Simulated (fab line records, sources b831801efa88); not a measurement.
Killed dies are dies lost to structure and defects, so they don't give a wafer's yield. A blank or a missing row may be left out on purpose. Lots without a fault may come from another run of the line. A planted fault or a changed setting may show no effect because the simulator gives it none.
fab line records | flow sky130
record lots=11 wafers=33 last_day=50
route steps=708 shown CAPM@537 CAP2M@606 METAL4@632 VIA4@652 PAD_OPEN@708
lots that met no fault: from a run of the same line without faults
start_h: hours from the record's first day to the start of the lot's first wafer shown | wait_h: hours since the lot's step before | " the same as in the row above | L1.1+2: a row that stands for several wafers | - no value, or no start given | * or withheld: withheld | < > ~ a bound
route shown NAME@n: a module of which the file shows steps, and the number in the route of the first | usual: mean/standard deviation of fault-free wafers | same: alike in all rows | chamber/n: place in a boat | sites: the reading at each site | _std_site: their standard deviation | _edge_site: outer sites' mean less inner sites' | radius_mm: how far each site lies from the wafer's centre | mask NAME#n: copy n | behind: the tool/chamber that last shaped the wafer | hold: why the lot was held/for how many hours/how that ended | device: the transistor (n, p or np) that didn't switch | end of line: the same wafers' tests at the end of the route | a step without rows: its recipe alone | killed: dies lost to structure and defects at the first sort, not the wafer's yield | map: a wafer's dies, x killed, . not, _ none there
set.NAME: the setting as run; set.NAME@STEP: as run at that earlier step | model.NAME: the simulator's own value behind a step, which no gauge read
steps of the route over a sample of lots; a table a step, a row a wafer
services: from which hour (start_h, from the record's first day; less than 0 if before it) a tool's chamber was out of use, for how many hours, and why
## steps
# step SKY_CAPM_CVD_00
# recipe material=SiO2 target_thk_nm=15.5 temp_c=400 time_s=withheld rf_w=450
# usual heater_power_w=673/66 rf_fwd_power_W=440.6/1.8
# columns lot.wafer tool chamber start_h wait_h heater_power_w rf_fwd_power_W
L693.1 pecvd-01 0 850.50 0.0 593 441.6
L693.2 " 1 " " 597 439.3
L693.3 " 1 " " 613 440.1
L697.1 pecvd-03 2 885.21 0.0 577 440.5
L697.2 " 0 " " 698 440.4
L697.4 " 1 " " 767 443.4
L700.2 pecvd-04 2 909.75 0.0 731 441.6
L700.5 " 1 " " 737 437.1
L700.6 " 2 " " 733 441.7
L701.2 pecvd-01 2 920.78 0.0 572 437.9
L701.3 " 0 " " 576 441.6
L701.6 " 0 " " 578 441.8
L702.1 pecvd-04 1 921.10 0.0 787 436.7
L702.4 " 0 " " 637 439.8
L702.5 " 1 " " 787 439.1
L704.1 pecvd-03 1 937.63 0.0 701 443.0
L704.3 " 1 " " 715 442.4
L704.6 " 2 " " 687 440.3
L705.2 pecvd-01 2 944.97 0.0 601 440.3
L705.5 " 0 " " 675 439.2
L705.6 " 2 " " 571 438.7
L710.2 pecvd-01 2 978.68 0.0 595 440.2
L710.4 " 1 " " 727 440.2
L710.5 " 0 " " 691 441.6
L711.1 pecvd-03 2 983.89 0.0 662 441.0
L711.2 " 1 " " 776 443.2
L711.4 " 1 " " 794 442.2
L712.2 pecvd-01 2 986.54 0.0 607 439.0
L712.3 " 1 " " 697 440.6
L712.5 " 2 " " 609 438.1
L714.1 pecvd-03 1 998.99 0.0 803 442.6
L714.2 " 0 " " 733 441.5
L714.3 " 2 " " 706 443.1
# step SKY_CAP2M_RS_MEAS_03
# recipe thk_meas_gauge=four-point-probe reads=TiN_of_CAP2M_SPUTTER_02
# usual CAP2M_TIN_RS=6.88/0.064
# columns lot.wafer tool chamber start_h wait_h CAP2M_TIN_RS[ohm/sq]
L693.1 film_metro-04 - 929.17 0.1 6.84
L693.2 " - " " 6.82
L693.3 " - " " 6.92
L697.1 film_metro-04 - 965.37 0.1 6.78
L697.2 " - " " 6.83
L697.4 " - " " 6.86
L700.2 film_metro-03 - 987.50 0.1 6.95
L700.5 " - " " 6.89
L700.6 " - " " 6.86
L701.2 film_metro-04 - 997.94 0.1 6.89
L701.3 " - " " 6.95
L701.6 " - " " 6.96
L702.1 film_metro-02 - 999.66 0.1 6.84
L702.4 " - " " 6.81
L702.5 " - " " 6.84
L704.1 film_metro-03 - 1014.26 0.1 6.89
L704.3 " - " " 6.92
L704.6 " - " " 6.90
L705.2 film_metro-04 - 1020.18 0.1 6.85
L705.5 " - " " 6.80
L705.6 " - " " 6.84
L710.2 film_metro-02 - 1051.58 0.1 6.84
L710.4 " - " " 6.75
L710.5 " - " " 6.77
L711.1 film_metro-04 - 1057.27 0.1 6.84
L711.2 " - " " 6.80
L711.4 " - " " 6.92
L712.2 film_metro-04 - 1059.11 0.1 6.92
L712.3 " - " " 6.94
L712.5 " - " " 6.90
L714.1 film_metro-02 - 1071.41 0.1 6.81
L714.2 " - " " 6.88
L714.3 " - " " 6.97
# step SKY_METAL4_ETCH_16
# recipe chemistry=N2/H2 target=BARC ion_energy_ev=200 bias_w=100 pressure_mtorr=30 n2_flow_sccm=100 h2_flow_sccm=200 icp_w=500 stop_on=SiO2 time_s=88.2 target_depth_a=600
# usual drypump_motor_current_A=5.4/0.43 oes_product_au=0.627/0.0043 rf_fwd_power_W=496.5/1.6 run_length_s=116.6/0.31 throttle_valve_pct=13.204/0.0093
# columns lot.wafer tool chamber start_h wait_h drypump_motor_current_A oes_product_au rf_fwd_power_W rf_hours_counter_h run_length_s throttle_valve_pct
L693.1 rie_metal-04 1 980.46 0.0 5.0 0.625 497.8 16 115.8 13.200
L693.2 " 0 " " 5.6 0.634 495.8 21 116.4 13.196
L693.3 " 0 " " 5.6 0.625 494.2 - 116.1 13.185
L697.1 rie_metal-02 0 1013.16 0.0 6.3 0.631 496.5 19 116.8 13.217
L697.2 " 1 " " 5.3 0.625 498.8 9 116.5 13.197
L697.4 " 0 " " 6.3 0.625 496.2 - 116.7 13.200
L700.2 rie_metal-02 1 1033.55 0.0 5.3 0.629 495.2 10 116.5 13.190
L700.5 " 1 " " 5.3 0.627 495.1 - 116.6 13.202
L700.6 " 0 " " 6.4 0.627 496.8 - 116.7 13.208
L701.2 rie_metal-04 1 1042.87 0.1 5.0 0.626 499.5 - 116.0 13.211
L701.3 " 1 " " 5.0 0.623 500.5 - 115.8 13.198
L701.6 " 1 " " 5.0 0.624 498.7 - 116.2 13.209
L702.1 rie_metal-01 1 1046.13 0.1 5.2 0.626 498.8 21 116.9 13.205
L702.4 " 1 " " 5.3 0.631 498.7 - 117.0 13.197
L702.5 " 1 " " 5.3 0.627 496.9 - 116.8 13.207
L704.1 rie_metal-01 1 1059.39 0.1 5.2 0.624 496.5 21 116.5 13.212
L704.3 " 1 " " 5.2 0.628 495.9 - 116.5 13.210
L704.6 " 1 " " 5.2 0.632 496.3 - 116.8 13.207
L705.2 rie_metal-02 1 1065.17 0.1 5.3 0.623 495.5 - 116.5 13.195
L705.5 " 1 " " 5.3 0.630 496.2 - 116.5 13.232
L705.6 " 1 " " 5.3 0.628 496.7 - 117.2 13.190
L710.2 rie_metal-04 1 1095.10 0.0 4.9 0.629 496.4 25 116.2 13.224
L710.4 " 1 " " 4.9 0.629 496.0 - 116.7 13.212
L710.5 " 1 " " 4.9 0.626 495.6 - 115.9 13.212
L711.1 rie_metal-01 0 1100.81 0.0 5.4 0.623 497.6 19 116.5 13.198
L711.2 " 1 " " 5.3 0.855 - 24 88.6 13.211
L711.4 " 1 " " 5.3 0.862 - - 88.5 13.227
L712.2 rie_metal-01 0 1102.06 0.0 5.4 0.627 501.4 19 116.5 13.197
L712.3 " 1 " " 5.2 0.867 - - 88.4 13.240
L712.5 " 0 " " 5.4 0.628 498.1 - 116.4 13.204
L714.1 rie_metal-02 1 1113.14 0.0 5.3 0.625 499.3 16 116.6 13.228
L714.2 " 0 " " 6.3 0.631 494.4 2 116.5 13.200
L714.3 " 0 " " 6.3 0.626 493.9 - 117.0 13.196
# step SKY_VIA4_STRIP_13
# recipe chemistry=O2/N2 power_w=1400 pressure_mtorr=1500 platen_temp_c=withheld o2_flow_sccm=3000 n2_flow_sccm=300 overash_fraction=0.5
# usual drypump_motor_current_A=5.7/0.44 o2_flow_sccm=3000/8.6 oes_product_au=0.709/0.0046 strip_time_to_endpoint_s=12.801/0.026
# columns lot.wafer tool chamber start_h wait_h drypump_motor_current_A o2_flow_sccm oes_product_au rf_hours_counter_h strip_time_to_endpoint_s
L693.1 plasma_asher-01 1 1005.42 - 6.5 2991 0.714 85 12.789
L693.2 " 0 " " 5.3 3006 0.710 85 12.732
L693.3 " 1 " " 6.5 2988 0.710 - 12.792
L697.1 plasma_asher-04 1 1037.58 - 5.7 3016 0.702 119 12.812
L697.2 " 0 " " 5.0 2995 0.711 119 12.751
L697.4 " 0 " " 5.1 3002 0.710 - 12.778
L700.2 plasma_asher-02 0 1057.63 - 5.4 3000 0.704 30 12.832
L700.5 " 1 " " 6.1 2986 0.705 - 12.816
L700.6 " 0 " " 5.4 2997 0.709 - 12.827
L701.2 plasma_asher-04 0 1066.18 - 5.0 3003 0.710 0 12.820
L701.3 " 1 " " 5.6 3000 0.711 - 12.796
L701.6 " 1 " " 5.7 3011 0.717 - 12.805
L702.1 plasma_asher-02 1 1069.88 - 6.1 2989 0.701 31 12.772
L702.4 " 1 " " 6.0 2995 0.704 - 12.788
L702.5 " 1 " " 6.1 2990 0.711 - 12.806
L704.1 plasma_asher-01 0 1082.08 - 5.3 3016 0.699 94 12.825
L704.3 " 1 " " 6.5 3001 0.699 - 12.818
L704.6 " 0 " " 5.3 2990 0.709 - 12.779
L705.2 plasma_asher-04 0 1087.43 - 5.0 2997 0.711 3 12.796
L705.5 " 1 " " 5.7 3016 0.711 - 12.854
L705.6 " 0 " " 5.0 3008 0.704 - 12.819
L710.2 plasma_asher-02 0 1116.88 - 5.4 3012 0.713 35 12.805
L710.4 " 1 " " 6.0 3010 0.715 - 12.771
L710.5 " 1 " " 6.0 3001 0.710 - 12.822
L711.1 plasma_asher-01 1 1122.98 - 6.5 2990 0.711 98 12.815
L711.2 " 0 " " 5.3 3010 0.709 98 12.817
L711.4 " 1 " " 6.5 2992 0.715 - 12.783
L712.2 plasma_asher-02 1 1123.58 - 6.1 2989 0.713 36 12.837
L712.3 " 1 " " 6.1 2990 0.707 - 12.820
L712.5 " 1 " " 6.1 2988 0.711 - 12.786
L714.1 plasma_asher-02 0 1134.33 - 5.4 2989 0.710 36 12.789
L714.2 " 1 " " 6.0 2988 0.708 36 12.827
L714.3 " 1 " " 6.0 2998 0.714 - 12.815
# step SKY_PAD_OPEN_PROBE_99
# usual defect_limited_yield=82.5/1.9 killed_at_M0_to_M3=42/7.2 killed_at_M4_up=3.5/1.8 killed_at_contacts=25/5.7 killed_at_front_end=16/4.6 killed_at_other=0.2/0.41 killed_dies=86/9.3 killed_open=47/6.3 killed_short=39/5.9 sort_bin_3_pad_short=0.9/0.44 sort_bin_5_function=10.3/1.5 sort_bin_6_memory=6.3/1 sort_n_pass=406/9.3 sort_yield_pct=82.5/1.9
# same gross_dies=492 killed_at_back_side=0 sort_bin_4_leakage[%]=0 sort_bin_8_speed[%]=0
# columns lot.wafer tool chamber start_h wait_h defect_limited_yield[%] killed_at_M0_to_M3 killed_at_M4_up killed_at_contacts killed_at_front_end killed_at_other killed_dies killed_open killed_short sort_bin_3_pad_short[%] sort_bin_5_function[%] sort_bin_6_memory[%] sort_n_pass sort_yield_pct[%]
L700.2 prober-02 - 1125.67 0.1 81.1 49 3 23 18 0 93 52 41 0.2 11.6 7.1 399 81.1
L700.5 prober-02 - 1125.82 0.2 82.7 44 2 29 10 0 85 49 36 0.6 9.8 6.9 407 82.7
L700.6 prober-02 - 1125.87 0.2 81.1 32 4 39 17 1 93 54 39 0.8 11.8 6.3 399 81.1
L714.1 prober-02 - 1191.69 0.1 81.5 44 8 22 17 0 91 55 36 0.4 11.8 6.3 401 81.5
L714.2 prober-02 - 1191.74 0.1 82.1 42 6 20 20 0 88 51 37 0.8 8.9 8.1 404 82.1
L714.3 prober-02 - 1191.79 0.2 82.9 49 0 18 17 0 84 46 38 1.4 10.4 5.3 408 82.9
# killed by level:class
L700.2 VIA2:geometric_particle:open=11 VIA1:geometric_particle:open=9 CONTACT:geometric_particle:open=8 METAL1:geometric_particle:short=7 LI_CONTACT:geometric_particle:open=6 FIELD_ISO:geometric_particle:open=5 VIA1:geometric_particle:short=5 LOCAL_INTERCONNECT:geometric_particle:short=4
L700.5 VIA1:geometric_particle:open=15 CONTACT:geometric_particle:open=12 LI_CONTACT:geometric_particle:open=7 METAL2:geometric_particle:short=6 METAL1:geometric_particle:short=5 VIA1:geometric_particle:short=5 VIA3:geometric_particle:open=4 VIA2:geometric_particle:open=4
L700.6 CONTACT:geometric_particle:open=14 LI_CONTACT:geometric_particle:open=10 VIA2:geometric_particle:open=7 CONTACT:geometric_particle:short=6 LOCAL_INTERCONNECT:geometric_particle:short=6 VIA3:geometric_particle:open=5 FIELD_ISO:geometric_particle:short=4 POLY_GATE:geometric_particle:open=4
L714.1 VIA1:geometric_particle:open=13 LI_CONTACT:geometric_particle:open=9 VIA1:geometric_particle:short=8 VIA3:geometric_particle:open=8 CONTACT:geometric_particle:open=7 FIELD_ISO:geometric_particle:open=4 METAL4:geometric_particle:short=4 FIELD_ISO:geometric_particle:short=3
L714.2 CONTACT:geometric_particle:open=10 VIA2:geometric_particle:open=10 VIA1:geometric_particle:open=8 FIELD_ISO:geometric_particle:short=6 VIA3:geometric_particle:open=5 METAL4:geometric_particle:short=5 LI_CONTACT:geometric_particle:open=4 FIELD_ISO:geometric_particle:open=3
L714.3 VIA1:geometric_particle:open=11 VIA3:geometric_particle:open=7 FIELD_ISO:geometric_particle:short=6 VIA2:geometric_particle:open=6 CONTACT:geometric_particle:open=5 METAL1:geometric_particle:short=5 VIA1:geometric_particle:short=5 SPACER:geometric_particle:open=4
## services
# columns tool chamber start_h hours kind
plasma_asher-01 - 829.82 3.3 repair
pecvd-01 2 844.41 6.6 repair
rie_metal-04 1 846.61 29.5 repair
plasma_asher-04 - 868.37 3.5 repair
pecvd-01 - 879.20 2.8 pm
pecvd-01 - 883.05 1.7 repair
rie_metal-01 - 884.14 0.3 repair
plasma_asher-02 - 900.88 0.5 repair
pecvd-03 1 913.94 4.0 repair
plasma_asher-01 - 927.34 2.8 pm
rie_metal-04 - 937.24 2.8 pm
plasma_asher-01 - 943.35 0.6 repair
plasma_asher-02 - 946.99 15.2 repair
plasma_asher-02 - 956.72 0.5 repair
plasma_asher-02 - 978.00 1.7 repair
plasma_asher-04 - 1015.52 3.1 repair
rie_metal-01 0 1033.46 1.9 repair
rie_metal-01 0 1042.65 16.9 repair
rie_metal-01 1 1048.55 8.3 repair
pecvd-03 0 1052.73 10.5 repair
plasma_asher-04 - 1055.25 9.0 pm
rie_metal-01 - 1068.86 2.8 pm
plasma_asher-02 - 1075.04 14.6 pm
pecvd-03 - 1131.77 2.8 pm
## key
first_sign step=SKY_METAL4_ETCH_16 reading=run_length_s direction=down sigmas=90 usual=* struck=*
effect step=SKY_METAL4_ETCH_16 reading=oes_product_au direction=up sigmas=55 usual=0.627 struck=0.861
met_at SKY_METAL4_ETCH_16
struck_lots L711,L712
struck_wafers L711.2,L711.4,L712.3
not_acting_at SKY_CAPM_CVD_00,SKY_CAP2M_RS_MEAS_03,SKY_VIA4_STRIP_13
onset_between 1059.39 1100.81
fault kind=process_parameter_drift tool=rie_metal-01 chamber=1 onset_h=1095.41 steps=SKY_METAL4_ETCH_16 channel=time_s offset=* shape=step end_h=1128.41 acts_in=* stated=*
